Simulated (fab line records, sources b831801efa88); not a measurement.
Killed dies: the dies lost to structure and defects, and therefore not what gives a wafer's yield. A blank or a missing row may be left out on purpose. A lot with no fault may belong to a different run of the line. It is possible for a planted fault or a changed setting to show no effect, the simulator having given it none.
Struck lot and sound lot, side by side :: flow sky130 :: 44 steps out of a route of 708
Sound: the wafers L543.3, L543.5, L543.6. Struck: wafers L562.2, L562.6. (L562.3 of the same lot was not struck and is left out.) The cause comes at the end.
Each step with rows lists, per side, the tool, then ch with its chambers, then its first start. Under that, the readings that differ: sound wafers :: struck wafers :: difference of the means :: sigmas: that difference in standard deviations of wafers without a fault.
alike: words and numbers the same on both sides, and readings whose means are apart by under 2 such deviations; not compared: readings that were withheld, readings missing a value for some wafer, numbers with overlapping values and no deviation given by the record, and bounds like >300 which may hide the same value.
Wherever a step has rows on one side only, a row that says differs or no value, or a row with sigmas, the two part there. Numbers that have no deviation but don't overlap get no sigmas and don't part them. A reading missing from all wafers of one side parts the sides only when that side holds two or more wafers.

SKY_VIA3_SPUTTER_20: material TiN, target thk 20 nm, time 80 s.
  sound on pvdSputter-03, day 40 01:34; struck on pvdSputter-03, day 45 09:46
  alike: throttleValvePct
SKY_VIA3_CVD_21: deposits W, target thk 390 nm, time 117.31 s.
  sound on cvdW-02 ch 0,1, day 40 01:41; struck on cvdW-01 ch 0,1, day 45 09:49
  alike: heaterPowerW
SKY_VIA3_RS_MEAS_22: a four-point-probe measurement.
  sound on filmMetro-04, day 40 01:48; struck on filmMetro-02, day 45 09:58
  alike: VIA3_W_RS
SKY_VIA3_THK_MEAS_23: measures by xrf.
  sound on filmMetro-04, day 40 01:54; struck on filmMetro-02, day 45 10:04
  alike: VIA3_W_THK
then, 1 step without rows for these wafers: SKY_VIA3_CMP_24 (polishes, stops on SiO2, t overpolish 20 s, target thk 0 nm).
SKY_METAL4_SPUTTER_00: material Ti, target thk 15 nm, time 10 s.
  sound on pvdSputter-01, day 40 02:14; struck on pvdSputter-02, day 45 10:25
  alike: throttleValvePct
SKY_METAL4_SPUTTER_01: material TiN, target thk 20 nm, time 16.7 s.
  sound on pvdSputter-01, day 40 02:16; struck on pvdSputter-02, day 45 10:26
  alike: throttleValvePct
then, 3 steps without rows for these wafers: SKY_METAL4_SPUTTER_02 (material AlCu, target thk 735 nm, time 39.1 s); SKY_METAL4_SPUTTER_03 (material Ti, target thk 5 nm, time 3.3 s); SKY_METAL4_SPUTTER_04 (material TiN, target thk 70 nm, time 58.3 s).
SKY_CAP2M_CVD_00: deposits SiO2, target thk 15.5 nm.
  sound on pecvd-01 ch 0,1,2, day 40 02:23; struck on pecvd-02 ch 0,2, day 45 10:34
  alike: heaterPowerW
SKY_CAP2M_THK_MEAS_01:
  sound on filmMetro-02, day 40 02:26; struck on filmMetro-03, day 45 10:37
  alike: CAP2M_CVD_00_THK
SKY_CAP2M_SPUTTER_02: material TiN, target thk 200 nm, time 166.7 s.
  sound on pvdSputter-04, day 40 02:28; struck on pvdSputter-03, day 45 10:40
reading: model.TiN_of_CAP2M_SPUTTER_02.thkNm (nm)
sound: 198.2 197.4 197.5
struck: 178.2 179.4
difference: -18.9
sigmas: 
  alike: throttleValvePct
SKY_CAP2M_RS_MEAS_03: a four-point-probe measurement.
  sound on filmMetro-04, day 40 02:37; struck on filmMetro-03, day 45 10:47
reading: CAP2M_TIN_RS (ohm/sq)
sound: 6.98 7.02 7.01
struck: 7.77 7.72
difference: +0.74
sigmas: +8
SKY_CAP2M_THK_MEAS_04: measures by xrf.
  sound on filmMetro-04, day 40 02:43; struck on filmMetro-03, day 45 10:53
reading: CAP2M_TIN_THK (nm)
sound: 196.7 194.9 195.0
struck: 176.2 177.2
difference: -18.8
sigmas: -8
then, 7 steps without rows for these wafers: SKY_CAP2M_DEHYDRATE_05 (time 60 s); SKY_CAP2M_HMDS_06 (prime time 60 s); SKY_CAP2M_COAT_07 (resist thk 1140 nm); SKY_CAP2M_SOFTBAKE_08 (time 60 s); SKY_CAP2M_EXPOSE_09 (exposes mask CAP2M, target cd 1000 nm); SKY_CAP2M_PEB_10; SKY_CAP2M_DEVELOP_11 (develop time 60 s).
SKY_CAP2M_OVL_MEAS_12:
  sound on overlay-02, day 41 02:29; struck on overlay-02, day 46 06:35
  alike: CAP2M_OVL
SKY_CAP2M_METAL_ETCH_13: etches TiN in Cl2/BCl3, stops on SiO2, target depth 220 nm, time 62.9 s.
  sound on rieMetal-02 ch 0,1, day 41 02:32; struck on rieMetal-02 ch 0, day 46 06:37
reading: oesProductAu (a.u.)
sound: 0.939 0.926 0.935
struck: 0.878 0.888
difference: -0.050
sigmas: -6

reading: throttleValvePct (%)
sound: 21.911 21.912 21.895
struck: 21.947 21.932
difference: +0.034
sigmas: +3
  alike: drypumpMotorCurrentA
  not compared: rfHoursCounterH
then, 12 steps without rows for these wafers: SKY_CAP2M_STRIP_14 (strips in O2/N2); SKY_CAP2M_STRIP_15 (strips in post etch residue remover, time 1200 s); SKY_CAP2M_CLEAN_16 (cleans in IPA, time 180 s); SKY_CAP2M_CLEAN_17 (cleans in O3/DIW); SKY_METAL4_DEHYDRATE_05 (time 60 s); SKY_METAL4_HMDS_06 (prime time 60 s); SKY_METAL4_COAT_07 (resist thk 60 nm); SKY_METAL4_COAT_08 (resist thk 1140 nm); SKY_METAL4_SOFTBAKE_09 (time 90 s); SKY_METAL4_EXPOSE_10 (exposes mask MM4, target cd 300 nm); SKY_METAL4_PEB_11; SKY_METAL4_DEVELOP_12 (develop time 60 s).
SKY_METAL4_CD_MEAS_13: target cd 300 nm.
  sound on cdSem-01, day 42 03:11; struck on cdSem-01, day 47 03:31
reading: cdNm (nm)
sound: 302.7 301.4 302.2
struck: 298.2 298.1
difference: -3.9
sigmas: -3
SKY_METAL4_OVL_MEAS_14:
  sound on overlay-02, day 42 03:16; struck on overlay-02, day 47 03:37
  alike: METAL4_OVL
then, 4 steps without rows for these wafers: SKY_METAL4_DESCUM_15 (chemistry O2, time 8 s); SKY_METAL4_ETCH_16 (etches BARC in N2/H2, stops on SiO2, time 88.2 s, target depth 60 nm); SKY_METAL4_ETCH_17 (etches SiO2 in C4F8/O2/Ar, stops on TiN, time 3.9 s, target depth 15 nm); SKY_METAL4_METAL_ETCH_18 (etches the open film in Cl2/BCl3, stops on SiO2, target depth 845 nm, time 183.1 s).
SKY_METAL4_STRIP_20: strips in post etch residue remover, time 1200 s.
  sound on wetBench-02 ch 0, day 42 03:43; struck on wetBench-03 ch 2, day 47 04:04
reading: model.TiN_of_CAP2M_SPUTTER_02.thkNm (nm)
sound: 197.3 196.6 196.6
struck: 177.4 178.6
difference: -18.8
sigmas: 
  alike: tempC
-- the record jumps here: 3 days lie between the struck wafers' starts before and after (it left off in module METAL4 and takes up again in module PAD_OPEN, whose first step shown is number 708 of the route) --
SKY_PAD_OPEN_PROBE_99:
  sound on prober-02, day 46 03:57; struck on prober-01, day 50 09:21
reading: model.etest.capMim2.plateOhmSq
sound: 6.074 6.111 6.016
struck: 6.761 6.655
difference: +0.641
sigmas: 

reading: model.etest.capMim2.bvV (V)
sound: 14.27 14.12 14.04
struck: 13.57 13.59
difference: -0.56
sigmas: 

reading: model.etest.capMim2.leakLog10ACm2
sound: -9.143 -9.003 -9.058
struck: -8.664 -8.67
difference: +0.401
sigmas: 
  alike: defectLimitedYield, killed_at_M0_to_M3, killed_at_M4_up, killedAtContacts, killedAtFrontEnd, killedAtOther, killedDies, killedOpen, killedShort, sort_bin_3_pad_short, sort_bin_5_function, sort_bin_6_memory, sortNPass, sortYieldPct

## WHERE THEY PART
Last at SKY_METAL4_CD_MEAS_13 as far as this record goes, first at SKY_CAP2M_RS_MEAS_03. Later steps at which nothing parts them and some readings are alike: SKY_METAL4_OVL_MEAS_14, SKY_METAL4_STRIP_20, SKY_PAD_OPEN_PROBE_99.

WHY: the cause the simulator had injected
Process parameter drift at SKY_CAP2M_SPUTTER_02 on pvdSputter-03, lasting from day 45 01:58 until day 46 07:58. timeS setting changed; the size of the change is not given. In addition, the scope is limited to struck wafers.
